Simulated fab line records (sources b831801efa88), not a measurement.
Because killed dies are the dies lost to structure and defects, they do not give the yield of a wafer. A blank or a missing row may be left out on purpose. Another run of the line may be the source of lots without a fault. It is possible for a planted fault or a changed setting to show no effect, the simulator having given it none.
Split-lot experiment :: flow sky130 :: route with 708 steps; 5 lots, 23 wafers read

ON THE SPLIT
At SKY_METAL2_EXPOSE_12 (exposes mask MM2, target cd 140 nm), the setting doseMj was moved away from the recipe's 28 on 9 of the 23 wafers read, by -7.2% to +6.2%. For the rest of the wafers, this setting stayed at what the recipe calls for.

FROM THE SPLIT TO THE READING: what the file shows between them, 2 steps
- SKY_METAL2_PEB_13
- SKY_METAL2_DEVELOP_14: develop time 60 s

THE READING
cdNm (nm) at SKY_METAL2_CD_MEAS_15, where the cd target is 140 nm. Fault-free wafers of this fab line usually give 139.4 nm, standard deviation 1.6 nm.

wafer: L076.1
tool, chamber at the split: krfScanner-02, 0
doseMj as run: 25.98
against the recipe: -7.2%
cdNm, nm: 153.1
against lot-mates on the recipe: +14.4

wafer: L076.2
tool, chamber at the split: krfScanner-02, 0
doseMj as run: 28
against the recipe: recipe
cdNm, nm: 139.3
against lot-mates on the recipe: -

wafer: L076.3
tool, chamber at the split: krfScanner-02, 0
doseMj as run: 25.98
against the recipe: -7.2%
cdNm, nm: 152.5
against lot-mates on the recipe: +13.8

wafer: L076.4
tool, chamber at the split: krfScanner-02, 0
doseMj as run: 28
against the recipe: recipe
cdNm, nm: 138.1
against lot-mates on the recipe: -

wafer: L076.5
tool, chamber at the split: krfScanner-02, 0
doseMj as run: 25.98
against the recipe: -7.2%
cdNm, nm: 153.9
against lot-mates on the recipe: +15.2

wafer: L078.2
tool, chamber at the split: krfScanner-01, 0
doseMj as run: 28
against the recipe: recipe
cdNm, nm: 139.0
against lot-mates on the recipe: -

wafer: L078.5
tool, chamber at the split: krfScanner-01, 0
doseMj as run: 28
against the recipe: recipe
cdNm, nm: 138.7
against lot-mates on the recipe: -

wafer: L078.6
tool, chamber at the split: krfScanner-01, 0
doseMj as run: 28
against the recipe: recipe
cdNm, nm: 140.8
against lot-mates on the recipe: -

wafer: L079.2
tool, chamber at the split: krfScanner-02, 0
doseMj as run: 28
against the recipe: recipe
cdNm, nm: 140.0
against lot-mates on the recipe: -

wafer: L079.3
tool, chamber at the split: krfScanner-02, 0
doseMj as run: 28
against the recipe: recipe
cdNm, nm: 139.5
against lot-mates on the recipe: -

wafer: L079.4
tool, chamber at the split: krfScanner-02, 0
doseMj as run: 28
against the recipe: recipe
cdNm, nm: 139.7
against lot-mates on the recipe: -

wafer: L079.5
tool, chamber at the split: krfScanner-02, 0
doseMj as run: 28
against the recipe: recipe
cdNm, nm: 138.6
against lot-mates on the recipe: -

wafer: L079.6
tool, chamber at the split: krfScanner-02, 0
doseMj as run: 28
against the recipe: recipe
cdNm, nm: 139.3
against lot-mates on the recipe: -

wafer: L080.1
tool, chamber at the split: krfScanner-01, 0
doseMj as run: 29.53
against the recipe: +5.5%
cdNm, nm: 128.2
against lot-mates on the recipe: -10.0

wafer: L080.2
tool, chamber at the split: krfScanner-01, 0
doseMj as run: 29.53
against the recipe: +5.5%
cdNm, nm: 127.4
against lot-mates on the recipe: -10.8

wafer: L080.3
tool, chamber at the split: krfScanner-01, 0
doseMj as run: 28
against the recipe: recipe
cdNm, nm: 138.0
against lot-mates on the recipe: -

wafer: L080.4
tool, chamber at the split: krfScanner-01, 0
doseMj as run: 29.53
against the recipe: +5.5%
cdNm, nm: 128.5
against lot-mates on the recipe: -9.7

wafer: L080.5
tool, chamber at the split: krfScanner-01, 0
doseMj as run: 28
against the recipe: recipe
cdNm, nm: 138.4
against lot-mates on the recipe: -

wafer: L085.1
tool, chamber at the split: krfScanner-02, 0
doseMj as run: 29.73
against the recipe: +6.2%
cdNm, nm: 128.2
against lot-mates on the recipe: -12.8

wafer: L085.2
tool, chamber at the split: krfScanner-02, 0
doseMj as run: 28
against the recipe: recipe
cdNm, nm: 140.6
against lot-mates on the recipe: -

wafer: L085.3
tool, chamber at the split: krfScanner-02, 0
doseMj as run: 29.73
against the recipe: +6.2%
cdNm, nm: 128.6
against lot-mates on the recipe: -12.3

wafer: L085.5
tool, chamber at the split: krfScanner-02, 0
doseMj as run: 28
against the recipe: recipe
cdNm, nm: 141.3
against lot-mates on the recipe: -

wafer: L085.6
tool, chamber at the split: krfScanner-02, 0
doseMj as run: 29.73
against the recipe: +6.2%
cdNm, nm: 127.5
against lot-mates on the recipe: -13.4

THE FIT
A straight line over all 23 wafers: cdNm changes by -1.92 nm for each +1% of doseMj; r = -0.99; the points scatter about the line by 0.95 nm.
The same after taking each lot's own level away (the mean of its wafers on the recipe; 23 wafers): -1.99 nm for each +1%; r = -1.00; scatter 0.67 nm.
On that fit, the largest move of doseMj shifts the reading by 14 nm.
Across the lots, their own levels run from 138.20 to 140.95 nm, a range of 1.7 times the standard deviation given above.
Consequently the slope shifts little with the lot-to-lot level, the two slopes agreeing.
Check: with one of the wafers moved furthest among these (-7.2%) left out of the fit, the line predicts +14.4 nm for it against its lot-mates. It came out at +14.4 nm against them.

OTHER SPLITS APPLIED TO THESE WAFERS
Other splits were also applied to these wafers ahead of the reading. Each is held against what the fit with the lots' levels taken away leaves over:
other split on the same wafers: SKY_VIA1_COAT_07 spinRpm
wafers away from the commonest value: 4
r with cdNm (lot level and that fit taken away): -0.34

other split on the same wafers: SKY_VIA1_DEVELOP_11 developTimeS
wafers away from the commonest value: 9
r with cdNm (lot level and that fit taken away): -0.30

other split on the same wafers: SKY_VIA1_CVD_21 pressureTorr
wafers away from the commonest value: 10
r with cdNm (lot level and that fit taken away): +0.19

THE WHOLE CHAIN: every reading that the file lists as answering this split, in the file's order
step: SKY_METAL2_CD_MEAS_15
what it does: target cd 140 nm
reading: cdNm
change (the file's fit): -1.99 nm for each +1% of the setting
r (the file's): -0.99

step: SKY_METAL2_DESCUM_17
what it does: chemistry O2, time 8 s
reading: METAL2.cdNm (the simulator's own value, which no gauge read)
change (the file's fit): -2 nm for each +1% of the setting
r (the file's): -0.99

step: SKY_METAL2_METAL_ETCH_19
what it does: etches the open film in Cl2/BCl3, stops on SiO2, target depth 360 nm, time 78 s
reading: METAL2.cdNm (the simulator's own value, which no gauge read)
change (the file's fit): -2.14 nm for each +1% of the setting
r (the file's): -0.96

THE FILE'S OWN FIT
cdNm changes by -1.99 nm for each +1% of doseMj, r = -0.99.
